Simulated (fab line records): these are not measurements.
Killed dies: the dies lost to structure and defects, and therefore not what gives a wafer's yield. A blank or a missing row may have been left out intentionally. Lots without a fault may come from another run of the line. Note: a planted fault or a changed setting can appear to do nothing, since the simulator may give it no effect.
Check for tools in common ; flow sky130 ; 42 wafers sampled across 14 lots

WHY THIS WAS OPENED
SKY_VT_ADJUST_LVTN_TW_MEAS_10, reading VT_ADJUST_LVTN_TW: flagged on 2 of 14 lots. Fault-free wafers read 242, with a standard deviation of 4.3.
Rule: a lot is flagged in two cases, either no wafer of it has a number, or all its wafers with numbers fall more than 4 standard deviations from that mean. The other lots count as sound.

lot;measured;on;VT_ADJUST_LVTN_TW, wafer by wafer;flag
L707;day 6 22:29;filmMetro-01;246 245 248;
L708;day 7 01:20;filmMetro-04;238 237 237;
L709;day 7 13:06;filmMetro-03;245 245 245;
L710;day 7 19:35;filmMetro-03;244 244 245;
L711;day 8 00:51;filmMetro-03;243 243 242;
L714;day 8 20:24;filmMetro-01;248 248 249;
L715;day 9 03:10;filmMetro-03;242 243 243;
L723;day 11 07:38;filmMetro-04;30 29 29;FLAGGED
L724;day 12 03:37;filmMetro-04;30 30 30;FLAGGED
L725;day 12 04:23;filmMetro-01;246 247 247;
L726;day 12 07:25;filmMetro-01;248 247 246;
L727;day 12 12:04;filmMetro-03;242 242 242;
L729;day 12 22:47;filmMetro-01;248 246 247;
L730;day 13 07:37;filmMetro-04;239 237 238;
Average over the flagged lots: 30; offset from the usual -212, equal to -49 standard deviations.

WHICH TOOL RAN EACH LOT
The record holds 2 process steps before the reading, out of a route of 708 steps. Read each cell as the tool, then ch plus the chambers that the sampled wafers visited, then the start.
lot;flag;SKY_VT_ADJUST_HVTP_STRIP_10;SKY_VT_ADJUST_LVTN_STRIP_09
L707;;plasmaAsher-04 ch 0,1, day 6 03:02;plasmaAsher-04 ch 0,1, day 6 22:23
L708;;plasmaAsher-04 ch 0,1, day 6 06:23;plasmaAsher-04 ch 0,1, day 7 01:14
L709;;plasmaAsher-04 ch 0,1, day 6 17:26;plasmaAsher-01 ch 0,1, day 7 13:00
L710;;plasmaAsher-02 ch 1, day 6 23:28;plasmaAsher-01 ch 0,1, day 7 19:29
L711;;plasmaAsher-03 ch 0,1, day 7 04:59;plasmaAsher-04 ch 0,1, day 8 00:46
L714;;plasmaAsher-03 ch 0,1, day 7 23:57;plasmaAsher-04 ch 0,1, day 8 20:19
L715;;plasmaAsher-02 ch 1, day 8 06:32;plasmaAsher-03 ch 0,1, day 9 03:04
L723;FLAGGED;plasmaAsher-02 ch 0,1, day 10 08:10;plasmaAsher-04 ch 0,1, day 11 07:32
L724;FLAGGED;plasmaAsher-02 ch 1, day 11 03:59;plasmaAsher-01 ch 0,1, day 12 03:30
L725;;plasmaAsher-03 ch 0,1, day 11 04:20;plasmaAsher-01 ch 0,1, day 12 04:17
L726;;plasmaAsher-02 ch 0,1, day 11 06:35;plasmaAsher-03 ch 0,1, day 12 07:18
L727;;plasmaAsher-03 ch 0,1, day 11 11:26;plasmaAsher-04 ch 0,1, day 12 11:57
L729;;plasmaAsher-04 ch 0,1, day 11 21:59;plasmaAsher-01 ch 0,1, day 12 22:41
L730;;plasmaAsher-02 ch 0,1, day 12 06:14;plasmaAsher-01 ch 0,1, day 13 07:31
What these steps do:
- SKY_VT_ADJUST_HVTP_STRIP_10: strips in O2/N2.
- SKY_VT_ADJUST_LVTN_STRIP_09: strips in O2/N2.
- SKY_VT_ADJUST_LVTN_TW_MEAS_10

FLAGGED OVER TOTAL, TOOL BY TOOL (the gauges that took the reading come last)
step;tool;lots run;flagged;share of the flagged lots;sound lots run after its first flagged lot
SKY_VT_ADJUST_HVTP_STRIP_10;plasmaAsher-02;6;2;all;2 (L726,L730)
SKY_VT_ADJUST_HVTP_STRIP_10;plasmaAsher-03;4;0;none;-
SKY_VT_ADJUST_HVTP_STRIP_10;plasmaAsher-04;4;0;none;-
SKY_VT_ADJUST_LVTN_STRIP_09;plasmaAsher-01;6;1;some;3 (L725,L729,L730)
SKY_VT_ADJUST_LVTN_STRIP_09;plasmaAsher-03;2;0;none;-
SKY_VT_ADJUST_LVTN_STRIP_09;plasmaAsher-04;6;1;some;1 (L727)
SKY_VT_ADJUST_LVTN_TW_MEAS_10;filmMetro-01;5;0;none;-
SKY_VT_ADJUST_LVTN_TW_MEAS_10;filmMetro-03;5;0;none;-
SKY_VT_ADJUST_LVTN_TW_MEAS_10;filmMetro-04;4;2;all;1 (L730)

WHAT IS ALLOWED BY THE TABLE
Table rows that saw every flagged lot: 2, namely plasmaAsher-02 at SKY_VT_ADJUST_HVTP_STRIP_10 and filmMetro-04 at SKY_VT_ADJUST_LVTN_TW_MEAS_10.
- plasmaAsher-02 at SKY_VT_ADJUST_HVTP_STRIP_10: 2 of its 6 lots flagged. After the first flagged lot (L726, L730), sound lots still ran on it; a lasting fault on the whole tool would not permit that. On the flagged lots its readings are blank where sound lots have values: chamberPressureMTorr, drypumpMotorCurrentA, oesProductAu, stripTimeToEndpointS.
- filmMetro-04 at SKY_VT_ADJUST_LVTN_TW_MEAS_10: 2 of its 4 lots flagged. After the first flagged lot (L730), sound lots still ran on it; a lasting fault on the whole tool would not permit that.
None of the table's rows ran every flagged lot and, after the first, no sound lot.

WHAT THE SIMULATOR PUT IN
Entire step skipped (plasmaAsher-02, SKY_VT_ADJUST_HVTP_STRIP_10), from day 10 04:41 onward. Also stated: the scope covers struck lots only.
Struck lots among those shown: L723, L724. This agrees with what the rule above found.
